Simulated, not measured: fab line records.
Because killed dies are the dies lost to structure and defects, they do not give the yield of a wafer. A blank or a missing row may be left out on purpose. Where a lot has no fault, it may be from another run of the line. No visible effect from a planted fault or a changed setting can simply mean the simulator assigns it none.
Matching of chambers / flow gf180mcu / GF_V4_ETCH_16 on rie diel-03 has 4 sister chambers
The step etches BARC in N2/H2. 8 wafers are shown with their chamber, then 7 later ones without.

EACH WAFER AND ITS CHAMBER
wafer=L302.5; chamber=1; drypump motor current A (A)=5.0; throttle valve pct (%)=13.242
wafer=L303.2; chamber=2; drypump motor current A (A)=4.9; throttle valve pct (%)=13.234
wafer=L304.2; chamber=2; drypump motor current A (A)=4.9; throttle valve pct (%)=13.239
wafer=L304.3; chamber=1; drypump motor current A (A)=5.1; throttle valve pct (%)=13.228
wafer=L304.4; chamber=0; drypump motor current A (A)=5.8; throttle valve pct (%)=13.235
wafer=L309.6; chamber=0; drypump motor current A (A)=5.8; throttle valve pct (%)=13.223
wafer=L313.3; chamber=3; drypump motor current A (A)=5.7; throttle valve pct (%)=13.230
wafer=L313.5; chamber=3; drypump motor current A (A)=5.7; throttle valve pct (%)=13.227

WAFERS WITH NO CHAMBER GIVEN
wafer=L313.6; drypump motor current A (A)=4.9; throttle valve pct (%)=13.231
wafer=L318.3; drypump motor current A (A)=5.8; throttle valve pct (%)=13.228
wafer=L318.4; drypump motor current A (A)=5.6; throttle valve pct (%)=13.225
wafer=L318.5; drypump motor current A (A)=4.9; throttle valve pct (%)=13.214
wafer=L322.1; drypump motor current A (A)=5.0; throttle valve pct (%)=13.220
wafer=L322.3; drypump motor current A (A)=4.9; throttle valve pct (%)=13.246
wafer=L322.5; drypump motor current A (A)=4.9; throttle valve pct (%)=13.237

WHICH CHAMBER EACH WENT THROUGH
wafer=L313.6; from the rows above=2; in truth=2
wafer=L318.3; from the rows above=0; in truth=0
wafer=L318.4; from the rows above=3; in truth=3
wafer=L318.5; from the rows above=can't be placed: 2 or 1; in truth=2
wafer=L322.1; from the rows above=can't be placed: 1 or 2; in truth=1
wafer=L322.3; from the rows above=2; in truth=2
wafer=L322.5; from the rows above=2; in truth=2
Placed correctly: 5 of 7. From these rows, 2 cannot be placed; in 2 the true chamber is one of the candidates. 0 placed wrongly.
How it was worked out, from the rows above alone: a wafer's distance from a chamber is the root of the sum, over the readings, of the square of ((its reading less the chamber's mean) divided by the reading's scatter). The wafer belongs to the nearest chamber; if the next one is less than 2 further off, it can't be placed. Each chamber's mean is taken over the wafers shown for it. The scatter: the root of (the sum of the squares of (reading less its chamber's mean) over the shown wafers, divided by (wafers less chambers)).
